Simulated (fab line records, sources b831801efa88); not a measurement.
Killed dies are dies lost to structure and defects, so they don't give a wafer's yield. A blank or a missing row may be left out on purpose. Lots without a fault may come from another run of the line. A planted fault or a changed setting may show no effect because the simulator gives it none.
fab line records | flow gf180mcu
record lots=12 wafers=36 last_day=34
route steps=602 shown VT_IMPLANT@99 HV_LDD@210 M1@320 M3@424
lots that met no fault: from a run of the same line without faults
start_h: hours from the record's first day to the start of the lot's first wafer shown | wait_h: hours since the lot's step before | " the same as in the row above | L1.1+2: a row that stands for several wafers | - no value, or no start given | * or withheld: withheld | < > ~ a bound
route shown NAME@n: a module of which the file shows steps, and the number in the route of the first | usual: mean/standard deviation of fault-free wafers | same: alike in all rows | chamber/n: place in a boat | sites: the reading at each site | _std_site: their standard deviation | _edge_site: outer sites' mean less inner sites' | radius_mm: how far each site lies from the wafer's centre | mask NAME#n: copy n | behind: the tool/chamber that last shaped the wafer | hold: why the lot was held/for how many hours/how that ended | device: the transistor (n, p or np) that didn't switch | end of line: the same wafers' tests at the end of the route | a step without rows: its recipe alone | killed: dies lost to structure and defects at the first sort, not the wafer's yield | map: a wafer's dies, x killed, . not, _ none there
set.NAME: the setting as run; set.NAME@STEP: as run at that earlier step | model.NAME: the simulator's own value behind a step, which no gauge read
steps of the route over a sample of lots; a table a step, a row a wafer
services: from which hour (start_h, from the record's first day; less than 0 if before it) a tool's chamber was out of use, for how many hours, and why
## steps
# step GF_VT_IMPLANT_STRIP_09
# recipe chemistry=O2/N2 power_w=1400 pressure_mtorr=1500 platen_temp_c=250 o2_flow_sccm=3000 n2_flow_sccm=300 overash_fraction=0.5
# usual drypump_motor_current_A=5.98/0.29 heater_power_w=327/37 oes_product_au=0.716/0.0045 platen_temp_c=250.01/0.17 strip_time_to_endpoint_s=12.617/0.03
# columns lot.wafer tool chamber start_h wait_h drypump_motor_current_A heater_power_w oes_product_au platen_temp_c rf_hours_counter_h strip_time_to_endpoint_s
L203.1 plasma_asher-01 1 123.68 0.1 5.63 386 0.717 250.06 47 12.580
L203.3 " 1 " " 5.67 385 0.720 250.12 - 12.553
L203.4 " 0 " " 6.46 380 0.720 249.83 - 12.584
L204.2 plasma_asher-01 1 126.40 0.1 5.57 385 0.721 250.10 47 12.616
L204.5 " 1 " " 5.64 381 0.721 250.07 - 12.656
L204.6 " 0 " " 6.48 380 0.715 250.28 - 12.641
L205.1 plasma_asher-03 0 134.95 0.1 6.01 290 0.715 250.31 2 12.603
L205.3 " 1 " " 5.71 315 0.712 250.11 - 12.633
L205.6 " 0 " " 6.00 296 0.715 249.93 - 12.642
L206.1 plasma_asher-04 0 143.25 0.1 6.20 315 0.721 250.25 48 12.602
L206.2 " 1 " " 6.08 302 0.717 250.13 48 12.613
L206.5 " 0 " " 6.20 320 0.713 249.96 - 12.612
L208.2 plasma_asher-03 0 156.55 0.1 5.99 290 0.717 249.92 4 12.614
L208.4 " 1 " " 5.69 322 0.721 250.05 - 12.672
L208.6 " 1 " " 5.67 327 0.723 249.97 - 12.639
L211.1 plasma_asher-03 0 171.18 0.1 5.98 296 0.712 250.22 6 12.573
L211.5 " 1 " " 5.70 322 0.714 249.79 - 12.604
L211.6 " 0 " " 5.97 291 0.717 250.12 - 12.647
L212.2 plasma_asher-03 1 181.60 0.1 5.69 318 0.719 250.12 7 12.538
L212.3 " 1 " " 5.66 316 0.715 250.17 - 12.612
L212.5 " 1 " " 5.69 310 0.721 250.07 - 12.572
L219.2 plasma_asher-03 0 225.65 0.1 6.00 292 0.712 250.01 11 12.588
L219.3 " 0 " " 6.01 284 0.717 250.00 - 12.600
L219.5 " 0 " " 6.01 290 0.721 249.94 - 12.608
L220.1 plasma_asher-01 1 229.75 0.1 5.61 380 0.712 250.15 59 12.642
L220.3 " 1 " " 5.64 389 0.713 250.15 - 12.682
L220.4 " 0 " " 6.49 374 0.713 249.99 - 12.618
L221.2 plasma_asher-04 0 231.60 0.1 6.20 311 0.713 249.88 57 12.608
L221.3 " 1 " " 6.10 303 0.720 250.08 - 12.589
L221.4 " 0 " " 6.18 322 0.715 249.94 - 12.639
L222.2 plasma_asher-04 0 238.45 0.1 6.20 309 0.708 250.07 58 12.571
L222.3 " 1 " " 6.08 291 0.707 250.05 - 12.619
L222.5 " 1 " " 6.05 293 0.709 250.14 - 12.626
L224.1 plasma_asher-01 0 255.00 0.1 6.46 385 0.714 250.43 62 12.628
L224.2 " 1 " " 5.62 381 0.698 249.74 62 12.594
L224.6 " 0 " " 6.50 371 0.710 250.09 - 12.632
# step GF_HV_LDD_IMPLANT_34
# recipe species=P energy_kev=60 dose_cm2=7.5e+12 tilt_deg=30 rotation_deg=90
# usual beam_energy_keV=60.000/0.018 rotation_deg=90.004/0.025 tilt_deg=30.000/0.02
# columns lot.wafer tool chamber start_h wait_h beam_energy_keV rotation_deg tilt_deg
L203.1 implanter-04 0 265.73 0.1 60.015 89.987 29.980
L203.3 " 0 " " 59.992 90.028 29.984
L203.4 " 0 " " 59.978 90.005 29.970
L204.2 implanter-04 0 270.55 0.1 60.006 89.999 29.987
L204.5 " 0 " " 60.031 90.012 29.976
L204.6 " 0 " " 60.005 90.020 30.008
L205.1 implanter-03 0 280.55 0.1 59.977 89.990 29.987
L205.3 " 0 " " 60.004 89.963 29.985
L205.6 " 0 " " 60.007 89.975 29.985
L206.1 implanter-01 0 294.75 0.1 60.005 90.053 29.998
L206.2 " 0 " " 59.969 90.000 29.951
L206.5 " 0 " " 59.972 90.012 30.008
L208.2 implanter-04 0 312.00 0.1 60.017 89.965 30.014
L208.4 " 0 " " 60.021 89.956 30.037
L208.6 " 0 " " 60.001 89.967 29.959
L211.1 implanter-04 0 327.80 0.1 76.420 89.989 30.004
L211.5 " 0 " " 76.405 89.996 29.982
L211.6 " 0 " " 76.414 89.988 30.020
L212.2 implanter-04 0 341.97 0.1 76.445 89.993 29.995
L212.3 " 0 " " 76.468 90.019 30.045
L212.5 " 0 " " 76.416 90.023 30.009
L219.2 implanter-04 0 399.79 0.1 60.015 90.047 30.043
L219.3 " 0 " " 60.006 89.996 30.032
L219.5 " 0 " " 59.993 90.027 30.012
L220.1 implanter-04 0 405.27 0.1 59.998 89.943 29.987
L220.3 " 0 " " 59.995 90.009 29.998
L220.4 " 0 " " 59.978 89.997 30.006
L221.2 implanter-04 0 407.42 0.1 60.001 90.036 29.988
L221.3 " 0 " " 60.000 90.008 30.029
L221.4 " 0 " " 60.011 90.003 30.024
L222.2 implanter-03 0 418.40 0.1 60.005 89.997 29.990
L222.3 " 0 " " 59.977 89.994 30.005
L222.5 " 0 " " 60.004 90.023 30.010
L224.1 implanter-01 0 436.57 0.1 60.002 89.974 30.004
L224.2 " 0 " " 60.008 90.006 29.996
L224.6 " 0 " " 59.976 90.069 29.995
# step GF_HV_LDD_TW_MEAS_38
# usual HV_LDD_3_TW=1422/8.5
# columns lot.wafer tool chamber start_h wait_h HV_LDD_3_TW
L203.1 film_metro-01 - 266.28 0.1 1407
L203.3 " - " " 1403
L203.4 " - " " 1414
L204.2 film_metro-03 - 271.09 0.1 1428
L204.5 " - " " 1433
L204.6 " - " " 1431
L205.1 film_metro-03 - 281.10 0.1 1425
L205.3 " - " " 1428
L205.6 " - " " 1425
L206.1 film_metro-03 - 295.30 0.1 1432
L206.2 " - " " 1435
L206.5 " - " " 1434
L208.2 film_metro-01 - 312.53 0.1 1424
L208.4 " - " " 1421
L208.6 " - " " 1414
L211.1 film_metro-04 - 328.35 0.1 1439
L211.5 " - " " 1449
L211.6 " - " " 1447
L212.2 film_metro-04 - 342.51 0.1 1448
L212.3 " - " " 1456
L212.5 " - " " 1448
L219.2 film_metro-04 - 400.33 0.1 1421
L219.3 " - " " 1417
L219.5 " - " " 1428
L220.1 film_metro-03 - 405.87 0.1 1432
L220.3 " - " " 1429
L220.4 " - " " 1431
L221.2 film_metro-01 - 407.96 0.1 1413
L221.3 " - " " 1415
L221.4 " - " " 1409
L222.2 film_metro-01 - 418.93 0.1 1416
L222.3 " - " " 1418
L222.5 " - " " 1414
L224.1 film_metro-04 - 437.12 0.1 1431
L224.2 " - " " 1435
L224.6 " - " " 1431
# step GF_HV_LDD_RS_MEAS_53
# recipe thk_meas_gauge=four-point-probe
# usual HV_LDD_RS=418.3/0.92
# columns lot.wafer tool chamber start_h wait_h HV_LDD_RS[ohm/sq]
L203.1 film_metro-01 - 286.20 0.1 417.2
L203.3 " - " " 417.3
L203.4 " - " " 418.1
L204.2 film_metro-01 - 292.17 0.1 417.9
L204.5 " - " " 417.0
L204.6 " - " " 417.9
L205.1 film_metro-01 - 302.20 0.1 417.5
L205.3 " - " " 417.7
L205.6 " - " " 417.8
L206.1 film_metro-03 - 315.77 0.1 419.0
L206.2 " - " " 418.1
L206.5 " - " " 417.5
L208.2 film_metro-04 - 334.04 0.1 419.7
L208.4 " - " " 420.8
L208.6 " - " " 419.8
L211.1 film_metro-01 - 350.47 0.1 399.7
L211.5 " - " " 400.0
L211.6 " - " " 399.8
L212.2 film_metro-01 - 364.57 0.1 399.6
L212.3 " - " " 401.0
L212.5 " - " " 399.8
L219.2 film_metro-03 - 424.38 0.1 418.6
L219.3 " - " " 419.6
L219.5 " - " " 418.7
L220.1 film_metro-01 - 429.97 0.1 419.4
L220.3 " - " " 419.0
L220.4 " - " " 418.2
L221.2 film_metro-04 - 432.09 0.1 418.3
L221.3 " - " " 417.7
L221.4 " - " " 418.1
L222.2 film_metro-03 - 443.87 0.1 418.7
L222.3 " - " " 418.8
L222.5 " - " " 417.8
L224.1 film_metro-01 - 461.67 0.1 416.9
L224.2 " - " " 417.2
L224.6 " - " " 418.0
# step GF_M1_RS_MEAS_05
# recipe thk_meas_gauge=four-point-probe reads=TiN_of_M1_SPUTTER_04+Ti_of_M1_SPUTTER_03+AlCu_of_M1_SPUTTER_02+TiN_of_M1_SPUTTER_01+Ti_of_M1_SPUTTER_00
# usual M1_ALCU_RS=0.0695/0.00086
# columns lot.wafer tool chamber start_h wait_h M1_ALCU_RS[ohm/sq]
L203.1 film_metro-02 - 379.00 0.0 0.0692
L203.3 " - " " 0.0701
L203.4 " - " " 0.0698
L204.2 film_metro-02 - 386.36 0.0 0.0680
L204.5 " - " " 0.0667
L204.6 " - " " 0.0680
L205.1 film_metro-04 - 396.09 0.0 0.0695
L205.3 " - " " 0.0692
L205.6 " - " " 0.0697
L206.1 film_metro-04 - 411.33 0.0 0.0681
L206.2 " - " " 0.0695
L206.5 " - " " 0.0692
L208.2 film_metro-02 - 429.29 0.0 0.0679
L208.4 " - " " 0.0689
L208.6 " - " " 0.0695
L211.1 film_metro-02 - 448.32 0.0 0.0701
L211.5 " - " " 0.0707
L211.6 " - " " 0.0699
L212.2 film_metro-02 - 464.96 0.0 0.0695
L212.3 " - " " 0.0686
L212.5 " - " " 0.0691
L219.2 film_metro-02 - 527.95 0.0 0.0709
L219.3 " - " " 0.0714
L219.5 " - " " 0.0718
L220.1 film_metro-01 - 533.05 0.0 0.0683
L220.3 " - " " 0.0684
L220.4 " - " " 0.0695
L221.2 film_metro-02 - 533.33 0.0 0.0696
L221.3 " - " " 0.0706
L221.4 " - " " 0.0696
L222.2 film_metro-04 - 547.07 0.0 0.0700
L222.3 " - " " 0.0697
L222.5 " - " " 0.0694
L224.1 film_metro-02 - 563.43 0.0 0.0695
L224.2 " - " " 0.0698
L224.6 " - " " 0.0695
# step GF_M3_OVL_MEAS_15
# usual M3_OVL=2/5
# columns lot.wafer tool chamber start_h wait_h M3_OVL[nm]
L203.1 overlay-01 - 502.61 0.1 5
L203.3 " - " " -3
L203.4 " - " " 0
L204.2 overlay-02 - 510.78 0.1 -1
L204.5 " - " " -1
L204.6 " - " " -1
L205.1 overlay-02 - 520.03 0.1 -7
L205.3 " - " " -5
L205.6 " - " " -2
L206.1 overlay-01 - 538.61 0.1 0
L206.2 " - " " 5
L206.5 " - " " -5
L208.2 overlay-02 - 554.48 0.1 9
L208.4 " - " " 6
L208.6 " - " " 9
L211.1 overlay-01 - 572.82 0.1 2
L211.5 " - " " 1
L211.6 " - " " 2
L212.2 overlay-02 - 586.79 0.1 0
L212.3 " - " " 1
L212.5 " - " " 5
L219.2 overlay-01 - 645.23 0.1 10
L219.3 " - " " 0
L219.5 " - " " 5
L220.1 overlay-01 - 646.96 0.1 2
L220.3 " - " " -1
L220.4 " - " " -3
L221.2 overlay-02 - 648.61 0.1 -1
L221.3 " - " " 12
L221.4 " - " " 7
L222.2 overlay-01 - 656.93 0.1 8
L222.3 " - " " 10
L222.5 " - " " 9
L224.1 overlay-01 - 671.63 0.1 3
L224.2 " - " " 3
L224.6 " - " " -3
## services
# columns tool chamber start_h hours kind
implanter-01 - 103.72 2.3 repair
plasma_asher-03 - 108.75 9.0 pm
plasma_asher-01 - 134.26 2.2 repair
implanter-04 - 159.20 4.7 repair
implanter-03 - 201.85 5.1 pm
plasma_asher-03 - 207.96 2.9 repair
implanter-04 - 212.84 4.5 repair
implanter-04 - 223.65 7.7 pm
plasma_asher-04 - 224.76 3.8 repair
implanter-01 - 230.88 61.7 repair
implanter-04 - 231.36 3.3 pm
plasma_asher-04 - 243.71 2.8 pm
plasma_asher-03 - 251.07 1.4 repair
implanter-03 - 256.70 1.3 repair
implanter-04 - 284.82 2.5 repair
implanter-04 - 285.08 4.4 repair
implanter-03 - 291.23 8.3 repair
implanter-03 - 305.57 3.8 repair
plasma_asher-01 - 308.15 1.0 repair
plasma_asher-03 - 337.96 14.6 pm
implanter-03 - 341.72 2.8 repair
implanter-03 - 367.02 4.2 repair
plasma_asher-04 - 421.25 9.0 pm
plasma_asher-03 - 427.28 0.4 repair
## key
first_sign step=GF_HV_LDD_IMPLANT_34 reading=beam_energy_keV direction=up sigmas=99+ usual=60.000 struck=76.428
effect step=GF_HV_LDD_TW_MEAS_38 reading=HV_LDD_3_TW direction=up sigmas=3 usual=1422 struck=1448
effect step=GF_HV_LDD_RS_MEAS_53 reading=HV_LDD_RS direction=down sigmas=20 usual=418.3 struck=400.0
met_at GF_HV_LDD_IMPLANT_34
struck_lots L211,L212
tester_left_out L211,L212
not_acting_at GF_VT_IMPLANT_STRIP_09,GF_M1_RS_MEAS_05,GF_M3_OVL_MEAS_15
onset_between 312.00 327.80
fault kind=process_parameter_drift tool=implanter-04 chamber=- onset_h=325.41 steps=GF_HV_LDD_IMPLANT_34 channel=energy_kev offset=16.438 shape=step end_h=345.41 acts_in=these_recipes_only stated=60
# tester_left_out: of these lots the tester's yield and bins aren't shown, on N5 and GAA mostly nor the transistor test; their killed dies are dies lost to structure and defects alone, not to doping, threshold or leakage, so they don't give the yield
